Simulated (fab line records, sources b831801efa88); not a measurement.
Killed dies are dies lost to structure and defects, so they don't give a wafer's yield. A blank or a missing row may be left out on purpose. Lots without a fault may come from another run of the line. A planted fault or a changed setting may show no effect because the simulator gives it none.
Split-lot experiment | flow sfq_line | 5 lots, 27 wafers read, on a route of 325 steps

THE SPLIT
At SFQ_TRILAYER_M1_ETCH_METAL_ETCH_042 (etches Nb in Cl2/Ar, stops on SiO2, target depth 240 nm, time 120 s), the setting time_s was moved away from the recipe's 120 s on 6 of the 27 wafers read, by +50.0% to +59.7%. The other wafers ran this setting at the recipe's value.

The reading is taken at the split's own step.

THE READING
oes_product_au, in a.u., at SFQ_TRILAYER_M1_ETCH_METAL_ETCH_042 (etches Nb in Cl2/Ar, stops on SiO2, target depth 240 nm, time 120 s). Fault-free wafers of this fab line usually give 0.894 a.u., standard deviation 0.0071 a.u..

wafer  | tool, chamber at the split | time_s as run, s | against the recipe | oes_product_au, a.u. | against lot-mates on the recipe
L076.1 | rie_metal-03, 1            | 191.7            | +59.7%             | 0.853                | -0.031
L076.2 | rie_metal-03, 0            | 191.7            | +59.7%             | 0.857                | -0.027
L076.3 | rie_metal-03, 1            | 120              | recipe             | 0.883                | -
L076.4 | rie_metal-03, 0            | 120              | recipe             | 0.894                | -
L076.5 | rie_metal-03, 0            | 120              | recipe             | 0.874                | -
L076.6 | rie_metal-03, 0            | 191.7            | +59.7%             | 0.849                | -0.035
L077.1 | rie_metal-01, 1            | 120              | recipe             | 0.884                | -
L077.2 | rie_metal-01, 0            | 180              | +50.0%             | 0.868                | -0.021
L077.3 | rie_metal-01, 0            | 120              | recipe             | 0.891                | -
L077.4 | rie_metal-01, 1            | 180              | +50.0%             | 0.852                | -0.037
L077.5 | rie_metal-01, 0            | 180              | +50.0%             | 0.858                | -0.031
L077.6 | rie_metal-01, 1            | 120              | recipe             | 0.893                | -
L079.1 | rie_metal-01, 0            | 120              | recipe             | 0.901                | -
L079.2 | rie_metal-01, 1            | 120              | recipe             | 0.885                | -
L079.3 | rie_metal-01, 1            | 120              | recipe             | 0.882                | -
L079.4 | rie_metal-01, 0            | 120              | recipe             | 0.889                | -
L079.5 | rie_metal-01, 1            | 120              | recipe             | 0.884                | -
L079.6 | rie_metal-01, 0            | 120              | recipe             | 0.887                | -
L081.1 | rie_metal-01, 1            | 120              | recipe             | 0.891                | -
L081.2 | rie_metal-01, 0            | 120              | recipe             | 0.893                | -
L081.3 | rie_metal-01, 1            | 120              | recipe             | 0.900                | -
L081.4 | rie_metal-01, 0            | 120              | recipe             | 0.893                | -
L081.5 | rie_metal-01, 1            | 120              | recipe             | 0.899                | -
L081.6 | rie_metal-01, 0            | 120              | recipe             | 0.898                | -
L084.1 | rie_metal-04, 0            | 120              | recipe             | 0.892                | -
L084.4 | rie_metal-04, 0            | 120              | recipe             | 0.896                | -
L084.5 | rie_metal-04, 0            | 120              | recipe             | 0.906                | -

THE FIT
A straight line over all 27 wafers: oes_product_au changes by -0.000638 a.u. for each +1% of time_s; r = -0.90; the points scatter about the line by 0.0073 a.u..
The same after taking each lot's own level away (the mean of its wafers on the recipe; 27 wafers): -0.000548 a.u. for each +1%; r = -0.91; scatter 0.0058 a.u..
On that fit, the largest move of time_s shifts the reading by 0.033 a.u..
The lots' own levels span 0.8837 to 0.8980 a.u., that is 2.0 times the standard deviation above.
So the lot-to-lot level changes the slope: the two fits differ.
Check: with one of the wafers moved furthest among these (+59.7%) left out of the fit, the line predicts -0.0333 a.u. for it against its lot-mates. It came out at -0.0307 a.u. against them.
Tool readings at the split's step, against how far the setting was moved: oes_product_au r = -0.90.

OTHER SPLITS ON THESE WAFERS
These wafers also went through other splits before the reading. Each is held against what the fit with the lots' levels taken away leaves over:
other split on the same wafers                  | wafers away from the commonest value | r with oes_product_au (lot level and that fit taken away)
SFQ_TRILAYER_INCOMING_OXIDATION_002 ox_time_s   | 12                                   | -0.09
SFQ_TRILAYER_M0_BARC_OPEN_METAL_ETCH_031 time_s | 12                                   | +0.00

THE WHOLE CHAIN: every reading that the file lists as answering this split, in the file's order
step                                | what it does                                                        | reading                                                                                   | change (the file's fit)                    | r (the file's)
SFQ_TRILAYER_M1_ETCH_METAL_ETCH_042 | etches Nb in Cl2/Ar, stops on SiO2, target depth 240 nm, time 120 s | oes_product_au                                                                            | -0.000552 a.u. for each +1% of the setting | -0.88
SFQ_TRILAYER_M1_ETCH_METAL_ETCH_042 | etches Nb in Cl2/Ar, stops on SiO2, target depth 240 nm, time 120 s | KrF_of_TRILAYER_M1_LITHO_COAT_039.thk_nm (the simulator's own value, which no gauge read) | -1.41 nm for each +1% of the setting       | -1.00
SFQ_TRILAYER_M1_ETCH_METAL_ETCH_042 | etches Nb in Cl2/Ar, stops on SiO2, target depth 240 nm, time 120 s | SiO2_of_TRILAYER_I0_DEP_PECVD_027.thk_nm (the simulator's own value, which no gauge read) | -0.236 nm for each +1% of the setting      | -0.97
SFQ_TRILAYER_M1_ETCH_METAL_ETCH_042 | etches Nb in Cl2/Ar, stops on SiO2, target depth 240 nm, time 120 s | M1.feature_depth_nm (the simulator's own value, which no gauge read)                      | +0.24 nm for each +1% of the setting       | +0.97

THE FILE'S OWN FIT
oes_product_au changes by -0.000552 a.u. for each +1% of time_s, r = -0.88.
